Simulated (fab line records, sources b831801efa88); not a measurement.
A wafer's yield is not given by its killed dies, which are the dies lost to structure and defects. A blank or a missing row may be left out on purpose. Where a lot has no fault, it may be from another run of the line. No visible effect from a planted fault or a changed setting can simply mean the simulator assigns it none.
What tool caused it? + flow sky130 + 12 lots, 34 wafers sampled, at 6 steps of a route of 708

## WHAT THE GAUGES READ, wafer by wafer
SKY_LI_CONTACT_BOW_MEAS_03. Usual: for LI_CONTACT_BOW the level is 56 um and the standard deviation is 6.6.
| lot  | measured     | on           | LI_CONTACT_BOW (um) | flag |
|------|--------------|--------------|---------------------|------|
| L707 | day 28 13:16 | filmMetro-04 | 70 58 52            |      |
| L708 | day 28 22:16 | filmMetro-04 | 48 53 50            |      |
| L710 | day 29 07:32 | filmMetro-02 | 63 62 60            |      |
| L709 | day 29 11:22 | filmMetro-04 | 58 45 45            |      |
| L713 | day 30 07:45 | filmMetro-04 | 58 66 59            |      |
| L714 | day 30 14:59 | filmMetro-02 | 53 58 60            |      |
| L716 | day 31 08:33 | filmMetro-04 | 56 53 67            |      |
| L717 | day 31 18:48 | filmMetro-02 | 50 50 41            |      |
| L721 | day 32 20:46 | filmMetro-01 | 63 53 56            |      |
| L723 | day 33 09:52 | filmMetro-01 | 63 55               |      |
| L725 | day 34 02:59 | filmMetro-04 | 51 55               |      |
| L730 | day 35 10:10 | filmMetro-02 | 45 56 67            |      |

SKY_CONTACT_RS_MEAS_25: the measuring method here is four-point-probe. Usual: for CONTACT_W_RS the level is 0.341 ohm/sq and the standard deviation is 0.0039.
| lot  | measured     | on           | CONTACT_W_RS (ohm/sq) | flag |
|------|--------------|--------------|-----------------------|------|
| L707 | day 32 05:04 | filmMetro-04 | 0.338 0.337 0.337     |      |
| L708 | day 32 14:48 | filmMetro-03 | 0.341 0.345 0.343     |      |
| L710 | day 32 23:05 | filmMetro-04 | 0.343 0.343 0.343     |      |
| L709 | day 33 01:53 | filmMetro-03 | 0.344 0.344 0.339     |      |
| L713 | day 33 22:18 | filmMetro-04 | 0.347 0.339 0.343     |      |
| L714 | day 34 04:16 | filmMetro-04 | 0.338 0.337 0.335     |      |
| L716 | day 34 21:49 | filmMetro-03 | 0.340 0.338 0.338     |      |
| L717 | day 35 07:36 | filmMetro-03 | 0.341 0.339 0.342     |      |
| L721 | day 36 07:12 | filmMetro-04 | 0.338 0.340 0.337     |      |
| L723 | day 36 19:34 | filmMetro-03 | 0.371 0.340           | OFF  |
| L725 | day 37 13:20 | filmMetro-02 | 0.380 0.341           | OFF  |
| L730 | day 38 19:41 | filmMetro-02 | 0.350 0.346 0.345     |      |

SKY_CONTACT_THK_MEAS_26: measures by xrf. Usual: for CONTACT_W_THK the level is 355 nm and the standard deviation is 6.3.
| lot  | measured     | on           | CONTACT_W_THK (nm) | flag |
|------|--------------|--------------|--------------------|------|
| L707 | day 32 05:11 | filmMetro-04 | 353 353 354        |      |
| L708 | day 32 14:55 | filmMetro-03 | 358 353 355        |      |
| L710 | day 32 23:11 | filmMetro-04 | 349 349 346        |      |
| L709 | day 33 01:59 | filmMetro-03 | 348 348 355        |      |
| L713 | day 33 22:25 | filmMetro-04 | 345 356 349        |      |
| L714 | day 34 04:22 | filmMetro-04 | 352 353 357        |      |
| L716 | day 34 21:56 | filmMetro-03 | 359 358 362        |      |
| L717 | day 35 07:42 | filmMetro-03 | 359 361 358        |      |
| L721 | day 36 07:19 | filmMetro-04 | 353 348 353        |      |
| L723 | day 36 19:41 | filmMetro-03 | 325 355            |      |
| L725 | day 37 13:28 | filmMetro-02 | 325 365            |      |
| L730 | day 38 19:48 | filmMetro-02 | 347 352 352        |      |

SKY_VIA1_BOW_MEAS_03. Usual: for VIA1_BOW the level is 80 um and the standard deviation is 7.1.
| lot  | measured     | on           | VIA1_BOW (um) | flag |
|------|--------------|--------------|---------------|------|
| L707 | day 33 10:19 | filmMetro-01 | 93 83 75      |      |
| L708 | day 33 20:11 | filmMetro-01 | 70 74 71      |      |
| L710 | day 34 03:35 | filmMetro-02 | 91 89 86      |      |
| L709 | day 34 06:08 | filmMetro-01 | 78 66 66      |      |
| L713 | day 35 02:18 | filmMetro-01 | 84 92 83      |      |
| L714 | day 35 09:02 | filmMetro-01 | 76 82 84      |      |
| L716 | day 36 02:10 | filmMetro-01 | 77 75 88      |      |
| L717 | day 36 12:18 | filmMetro-01 | 74 73 63      |      |
| L721 | day 37 10:59 | filmMetro-02 | 91 82 83      |      |
| L723 | day 37 23:13 | filmMetro-01 | 90 81         |      |
| L725 | day 38 17:09 | filmMetro-02 | 79 82         |      |
| L730 | day 39 23:04 | filmMetro-02 | 70 81 92      |      |

## WHICH TOOL RAN EACH LOT (tool, then ch and the chambers of the sampled wafers, then the start)
| lot  | SKY_LDD_LDN_STRIP_12                | SKY_CONTACT_CVD_24           |
|------|-------------------------------------|------------------------------|
| L707 | plasmaAsher-01 ch 0,1, day 23 10:12 | cvdW-01 ch 0,1, day 32 04:57 |
| L708 | plasmaAsher-04 ch 0,1, day 23 19:57 | cvdW-02 ch 0,1, day 32 14:40 |
| L710 | plasmaAsher-04 ch 0,1, day 24 06:44 | cvdW-02 ch 0,1, day 32 22:57 |
| L709 | plasmaAsher-04 ch 0,1, day 24 10:20 | cvdW-02 ch 1, day 33 01:45   |
| L713 | plasmaAsher-01 ch 0,1, day 25 08:28 | cvdW-01 ch 0,1, day 33 22:11 |
| L714 | plasmaAsher-01 ch 1, day 25 15:53   | cvdW-01 ch 0,1, day 34 04:08 |
| L716 | plasmaAsher-04 ch 0,1, day 26 11:13 | cvdW-01 ch 0,1, day 34 21:42 |
| L717 | plasmaAsher-01 ch 0,1, day 26 21:08 | cvdW-01 ch 0,1, day 35 07:29 |
| L721 | plasmaAsher-03 ch 0,1, day 28 00:13 | cvdW-01 ch 0,1, day 36 07:05 |
| L723 | plasmaAsher-03 ch 0,1, day 28 14:36 | cvdW-01 ch 0,1, day 36 19:27 |
| L725 | plasmaAsher-04 ch 0,1, day 29 10:02 | cvdW-01 ch 0, day 37 13:14   |
| L730 | plasmaAsher-03 ch 0,1, day 30 16:15 | cvdW-02 ch 0,1, day 38 19:34 |
- SKY_LDD_LDN_STRIP_12: strips in O2/N2.
- SKY_CONTACT_CVD_24: deposits W, target thk 340 nm, time 102.12 s.

## AS READ BY THE TOOLS THEMSELVES (means over the sampled wafers that have a number; for cases with no such wafer, the mark the record gives instead)
SKY_LDD_LDN_STRIP_12. Usual: drypumpMotorCurrentA 5.8 A, standard deviation 0.54; o2FlowSccm 3001 sccm, standard deviation 9.3; oesProductAu 0.715 a.u., standard deviation 0.0046; stripTimeToEndpointS 14.20 s, standard deviation 0.048.
| lot  | tool           | drypumpMotorCurrentA (A) | o2FlowSccm (sccm) | oesProductAu (a.u.) | stripTimeToEndpointS (s) | flag |
|------|----------------|--------------------------|-------------------|---------------------|--------------------------|------|
| L707 | plasmaAsher-01 | 5.5                      | 3009              | 0.716               | 14.19                    |      |
| L708 | plasmaAsher-04 | 5.6                      | 3004              | 0.716               | 14.10                    |      |
| L710 | plasmaAsher-04 | 5.9                      | 2999              | 0.718               | 14.24                    |      |
| L709 | plasmaAsher-04 | 5.9                      | 2995              | 0.713               | 14.28                    |      |
| L713 | plasmaAsher-01 | 5.5                      | 3008              | 0.711               | 14.15                    |      |
| L714 | plasmaAsher-01 | 5.7                      | 3000              | 0.719               | 14.18                    |      |
| L716 | plasmaAsher-04 | 5.6                      | 2994              | 0.716               | 14.12                    |      |
| L717 | plasmaAsher-01 | 5.5                      | 3005              | 0.718               | 14.20                    |      |
| L721 | plasmaAsher-03 | 6.4                      | 2999              | 0.717               | 14.18                    |      |
| L723 | plasmaAsher-03 | 6.4                      | 3002              | 0.720               | 14.16                    |      |
| L725 | plasmaAsher-04 | 5.8                      | 2998              | 0.712               | 14.18                    |      |
| L730 | plasmaAsher-03 | 6.4                      | 3000              | 0.716               | 14.19                    |      |

SKY_CONTACT_CVD_24. Usual: chamberPressureTorr 40.00 Torr, standard deviation 0.075; heaterPowerW 930 W, standard deviation 83.
| lot  | tool    | chamberPressureTorr (Torr) | heaterPowerW (W) | flag |
|------|---------|----------------------------|------------------|------|
| L707 | cvdW-01 | 40.09                      | 988              |      |
| L708 | cvdW-02 | 39.96                      | 889              |      |
| L710 | cvdW-02 | 39.96                      | 884              |      |
| L709 | cvdW-02 | 40.05                      | 858              |      |
| L713 | cvdW-01 | 39.98                      | 919              |      |
| L714 | cvdW-01 | 40.03                      | 983              |      |
| L716 | cvdW-01 | 39.98                      | 922              |      |
| L717 | cvdW-01 | 40.07                      | 993              |      |
| L721 | cvdW-01 | 39.94                      | 902              |      |
| L723 | cvdW-01 | 39.97                      | 947              |      |
| L725 | cvdW-01 | 39.97                      | 1044             |      |
| L730 | cvdW-02 | 40.05                      | 910              |      |

## THE ANSWER, worked out from the rows above alone
Rule: a lot counts as off when the mean over its wafers that have a number is more than 3 standard deviations away from the usual mean. Also off: a lot with no number at a reading for which 4 or more lots have one. Where the step has rows for the other lots, those lots are counted as sound. The gauges are gone through in route order, then the tools' own readings, and for those a lot's mean is taken as printed above. At the first step where some lot is off, the reading lying furthest off is the one used; lots without a number count as furthest.
Off: L723, L725, seen at SKY_CONTACT_RS_MEAS_25 (CONTACT_W_RS).
If a tool, at a process step before that reading, ran all the lots that are off and no sound lot after the first of them, it fits. The gauges at SKY_CONTACT_RS_MEAS_25 are tried like those tools. One fits: SKY_CONTACT_CVD_24 on cvdW-01. Its last sound lot is L721 (day 36 07:05), its first lot that is off L723 (day 36 19:27): a fault that began between those two fits.

## WHAT HAD BEEN PUT IN BY THE SIMULATOR
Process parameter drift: cvdW-01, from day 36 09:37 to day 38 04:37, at SKY_CONTACT_CVD_24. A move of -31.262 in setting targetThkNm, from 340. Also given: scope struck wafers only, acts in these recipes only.
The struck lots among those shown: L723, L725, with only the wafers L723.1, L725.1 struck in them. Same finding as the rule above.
